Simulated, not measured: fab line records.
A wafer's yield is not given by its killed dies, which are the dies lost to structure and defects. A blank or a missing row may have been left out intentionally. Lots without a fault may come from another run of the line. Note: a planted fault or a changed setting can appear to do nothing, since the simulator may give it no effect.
Chamber matching || flow sky130 || rie-diel-02 running SKY_FIELD_ISO_ETCH_15: 4 sister chambers
The step etches the open film in CHF3/O2, stops on Si, target depth 180 nm, time 72 s. 45 wafers are shown with their chamber, then 12 later ones without.

== EACH WAFER AND ITS CHAMBER ==
{"wafer": "L075.1", "chamber": 2, "drypump-motor-current-A (A)": 5.5, "oes-product-au (a.u.)": 0.946, "throttle-valve-pct (%)": 8.842}
{"wafer": "L075.2", "chamber": 1, "drypump-motor-current-A (A)": 5.9, "oes-product-au (a.u.)": 0.953, "throttle-valve-pct (%)": 8.860}
{"wafer": "L075.3", "chamber": 0, "drypump-motor-current-A (A)": 5.4, "oes-product-au (a.u.)": 0.948, "throttle-valve-pct (%)": 8.837}
{"wafer": "L075.4", "chamber": 3, "drypump-motor-current-A (A)": 5.2, "oes-product-au (a.u.)": 0.948, "throttle-valve-pct (%)": 8.831}
{"wafer": "L075.5", "chamber": 0, "drypump-motor-current-A (A)": 5.4, "oes-product-au (a.u.)": 0.950, "throttle-valve-pct (%)": 8.856}
{"wafer": "L075.6", "chamber": 1, "drypump-motor-current-A (A)": 5.9, "oes-product-au (a.u.)": 0.943, "throttle-valve-pct (%)": 8.820}
{"wafer": "L076.3", "chamber": 3, "drypump-motor-current-A (A)": 5.2, "oes-product-au (a.u.)": 0.944, "throttle-valve-pct (%)": 8.840}
{"wafer": "L076.4", "chamber": 2, "drypump-motor-current-A (A)": 5.5, "oes-product-au (a.u.)": 0.965, "throttle-valve-pct (%)": 8.851}
{"wafer": "L076.6", "chamber": 2, "drypump-motor-current-A (A)": 5.6, "oes-product-au (a.u.)": 0.954, "throttle-valve-pct (%)": 8.852}
{"wafer": "L078.1", "chamber": 3, "drypump-motor-current-A (A)": 5.2, "oes-product-au (a.u.)": 0.952, "throttle-valve-pct (%)": 8.854}
{"wafer": "L078.2", "chamber": 0, "drypump-motor-current-A (A)": 5.3, "oes-product-au (a.u.)": 0.954, "throttle-valve-pct (%)": 8.842}
{"wafer": "L078.3", "chamber": 2, "drypump-motor-current-A (A)": 5.6, "oes-product-au (a.u.)": 0.962, "throttle-valve-pct (%)": 8.832}
{"wafer": "L078.4", "chamber": 1, "drypump-motor-current-A (A)": 5.9, "oes-product-au (a.u.)": 0.951, "throttle-valve-pct (%)": 8.849}
{"wafer": "L078.5", "chamber": 2, "drypump-motor-current-A (A)": 5.5, "oes-product-au (a.u.)": 0.953, "throttle-valve-pct (%)": 8.861}
{"wafer": "L078.6", "chamber": 1, "drypump-motor-current-A (A)": 5.9, "oes-product-au (a.u.)": 0.945, "throttle-valve-pct (%)": 8.837}
{"wafer": "L079.1", "chamber": 0, "drypump-motor-current-A (A)": 5.3, "oes-product-au (a.u.)": 0.958, "throttle-valve-pct (%)": 8.859}
{"wafer": "L079.4", "chamber": 1, "drypump-motor-current-A (A)": 5.9, "oes-product-au (a.u.)": 0.944, "throttle-valve-pct (%)": 8.838}
{"wafer": "L079.5", "chamber": 3, "drypump-motor-current-A (A)": 5.2, "oes-product-au (a.u.)": 0.952, "throttle-valve-pct (%)": 8.840}
{"wafer": "L081.1", "chamber": 0, "drypump-motor-current-A (A)": 5.3, "oes-product-au (a.u.)": 0.946, "throttle-valve-pct (%)": 8.851}
{"wafer": "L081.2", "chamber": 3, "drypump-motor-current-A (A)": 5.2, "oes-product-au (a.u.)": 0.956, "throttle-valve-pct (%)": 8.870}
{"wafer": "L081.3", "chamber": 1, "drypump-motor-current-A (A)": 5.9, "oes-product-au (a.u.)": 0.939, "throttle-valve-pct (%)": 8.842}
{"wafer": "L081.4", "chamber": 0, "drypump-motor-current-A (A)": 5.3, "oes-product-au (a.u.)": 0.954, "throttle-valve-pct (%)": 8.841}
{"wafer": "L081.5", "chamber": 3, "drypump-motor-current-A (A)": 5.2, "oes-product-au (a.u.)": 0.962, "throttle-valve-pct (%)": 8.839}
{"wafer": "L081.6", "chamber": 1, "drypump-motor-current-A (A)": 5.9, "oes-product-au (a.u.)": 0.952, "throttle-valve-pct (%)": 8.851}
{"wafer": "L083.1", "chamber": 1, "drypump-motor-current-A (A)": 5.9, "oes-product-au (a.u.)": 0.939, "throttle-valve-pct (%)": 8.863}
{"wafer": "L083.2", "chamber": 2, "drypump-motor-current-A (A)": 5.6, "oes-product-au (a.u.)": 0.949, "throttle-valve-pct (%)": 8.832}
{"wafer": "L083.3", "chamber": 0, "drypump-motor-current-A (A)": 5.4, "oes-product-au (a.u.)": 0.944, "throttle-valve-pct (%)": 8.854}
{"wafer": "L083.4", "chamber": 3, "drypump-motor-current-A (A)": 5.2, "oes-product-au (a.u.)": 0.939, "throttle-valve-pct (%)": 8.841}
{"wafer": "L083.5", "chamber": 1, "drypump-motor-current-A (A)": 5.9, "oes-product-au (a.u.)": 0.940, "throttle-valve-pct (%)": 8.852}
{"wafer": "L083.6", "chamber": 0, "drypump-motor-current-A (A)": 5.4, "oes-product-au (a.u.)": 0.941, "throttle-valve-pct (%)": 8.841}
{"wafer": "L085.2", "chamber": 2, "drypump-motor-current-A (A)": 5.6, "oes-product-au (a.u.)": 0.946, "throttle-valve-pct (%)": 8.849}
{"wafer": "L085.4", "chamber": 0, "drypump-motor-current-A (A)": 5.4, "oes-product-au (a.u.)": 0.939, "throttle-valve-pct (%)": 8.852}
{"wafer": "L085.5", "chamber": 1, "drypump-motor-current-A (A)": 5.9, "oes-product-au (a.u.)": 0.945, "throttle-valve-pct (%)": 8.841}
{"wafer": "L086.2", "chamber": 0, "drypump-motor-current-A (A)": 5.4, "oes-product-au (a.u.)": 0.942, "throttle-valve-pct (%)": 8.840}
{"wafer": "L086.4", "chamber": 3, "drypump-motor-current-A (A)": 5.2, "oes-product-au (a.u.)": 0.955, "throttle-valve-pct (%)": 8.847}
{"wafer": "L086.5", "chamber": 0, "drypump-motor-current-A (A)": 5.3, "oes-product-au (a.u.)": 0.957, "throttle-valve-pct (%)": 8.830}
{"wafer": "L087.1", "chamber": 1, "drypump-motor-current-A (A)": 5.9, "oes-product-au (a.u.)": 0.948, "throttle-valve-pct (%)": 8.837}
{"wafer": "L087.2", "chamber": 3, "drypump-motor-current-A (A)": 5.2, "oes-product-au (a.u.)": 0.950, "throttle-valve-pct (%)": 8.843}
{"wafer": "L087.3", "chamber": 2, "drypump-motor-current-A (A)": 5.5, "oes-product-au (a.u.)": 0.941, "throttle-valve-pct (%)": 8.851}
{"wafer": "L087.4", "chamber": 0, "drypump-motor-current-A (A)": 5.3, "oes-product-au (a.u.)": 0.949, "throttle-valve-pct (%)": 8.841}
{"wafer": "L087.5", "chamber": 3, "drypump-motor-current-A (A)": 5.2, "oes-product-au (a.u.)": 0.943, "throttle-valve-pct (%)": 8.833}
{"wafer": "L087.6", "chamber": 0, "drypump-motor-current-A (A)": 5.3, "oes-product-au (a.u.)": 0.946, "throttle-valve-pct (%)": 8.856}
{"wafer": "L088.1", "chamber": 1, "drypump-motor-current-A (A)": 5.9, "oes-product-au (a.u.)": 0.943, "throttle-valve-pct (%)": 8.829}
{"wafer": "L088.2", "chamber": 2, "drypump-motor-current-A (A)": 5.6, "oes-product-au (a.u.)": 0.942, "throttle-valve-pct (%)": 8.845}
{"wafer": "L088.3", "chamber": 3, "drypump-motor-current-A (A)": 5.2, "oes-product-au (a.u.)": 0.932, "throttle-valve-pct (%)": 8.844}

SIGNATURES (averages over the wafers above)
{"reading": "drypump-motor-current-A", "chamber 0": 5.346, "chamber 1": 5.900, "chamber 2": 5.556, "chamber 3": 5.200, "scatter within a chamber": 0.0365}
{"reading": "oes-product-au", "chamber 0": 0.94831, "chamber 1": 0.94517, "chamber 2": 0.95089, "chamber 3": 0.94845, "scatter within a chamber": 0.00698}
{"reading": "throttle-valve-pct", "chamber 0": 8.84615, "chamber 1": 8.84325, "chamber 2": 8.84611, "chamber 3": 8.84382, "scatter within a chamber": 0.0105}
Rule: a wafer's distance from a chamber is the root of the sum, over the readings, of the square of ((its reading less the chamber's mean) divided by the reading's scatter). If the next closest chamber is less than 2 further off than the closest, the wafer can't be placed; otherwise it belongs to the closest. The scatter is the square root of a quotient: the sum, over the shown wafers, of each reading's squared deviation from its chamber's mean, divided by wafers minus chambers.

== WAFERS WITHOUT THEIR CHAMBER ==
{"wafer": "L088.4", "drypump-motor-current-A (A)": 5.3, "oes-product-au (a.u.)": 0.939, "throttle-valve-pct (%)": 8.850}
{"wafer": "L088.5", "drypump-motor-current-A (A)": 5.5, "oes-product-au (a.u.)": 0.950, "throttle-valve-pct (%)": 8.855}
{"wafer": "L088.6", "drypump-motor-current-A (A)": 5.9, "oes-product-au (a.u.)": 0.940, "throttle-valve-pct (%)": 8.836}
{"wafer": "L093.2", "drypump-motor-current-A (A)": 5.4, "oes-product-au (a.u.)": 0.938, "throttle-valve-pct (%)": 8.841}
{"wafer": "L093.3", "drypump-motor-current-A (A)": 5.2, "oes-product-au (a.u.)": 0.934, "throttle-valve-pct (%)": 8.834}
{"wafer": "L093.5", "drypump-motor-current-A (A)": 5.3, "oes-product-au (a.u.)": 0.936, "throttle-valve-pct (%)": 8.839}
{"wafer": "L094.1", "drypump-motor-current-A (A)": 5.9, "oes-product-au (a.u.)": 0.953, "throttle-valve-pct (%)": 8.844}
{"wafer": "L094.2", "drypump-motor-current-A (A)": 5.3, "oes-product-au (a.u.)": 0.953, "throttle-valve-pct (%)": 8.848}
{"wafer": "L094.3", "drypump-motor-current-A (A)": 5.5, "oes-product-au (a.u.)": 0.952, "throttle-valve-pct (%)": 8.836}
{"wafer": "L094.4", "drypump-motor-current-A (A)": 5.2, "oes-product-au (a.u.)": 0.945, "throttle-valve-pct (%)": 8.875}
{"wafer": "L094.5", "drypump-motor-current-A (A)": 5.2, "oes-product-au (a.u.)": 0.949, "throttle-valve-pct (%)": 8.842}
{"wafer": "L094.6", "drypump-motor-current-A (A)": 5.3, "oes-product-au (a.u.)": 0.942, "throttle-valve-pct (%)": 8.854}

== CHAMBER TAKEN BY EACH ==
{"wafer": "L088.4", "from the rows above": "can't be placed: 0 or 3", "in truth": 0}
{"wafer": "L088.5", "from the rows above": 2, "in truth": 2}
{"wafer": "L088.6", "from the rows above": 1, "in truth": 1}
{"wafer": "L093.2", "from the rows above": 0, "in truth": 0}
{"wafer": "L093.3", "from the rows above": 3, "in truth": 3}
{"wafer": "L093.5", "from the rows above": "can't be placed: 0 or 3", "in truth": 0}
{"wafer": "L094.1", "from the rows above": 1, "in truth": 1}
{"wafer": "L094.2", "from the rows above": "can't be placed: 0 or 3", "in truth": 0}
{"wafer": "L094.3", "from the rows above": 2, "in truth": 2}
{"wafer": "L094.4", "from the rows above": "can't be placed: 3 or 0", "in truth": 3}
{"wafer": "L094.5", "from the rows above": 3, "in truth": 3}
{"wafer": "L094.6", "from the rows above": "can't be placed: 0 or 3", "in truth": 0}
Placed correctly: 7 of 12. Can't be placed from these rows: 5 (the true chamber is among the candidates in 5). 0 placed wrongly.
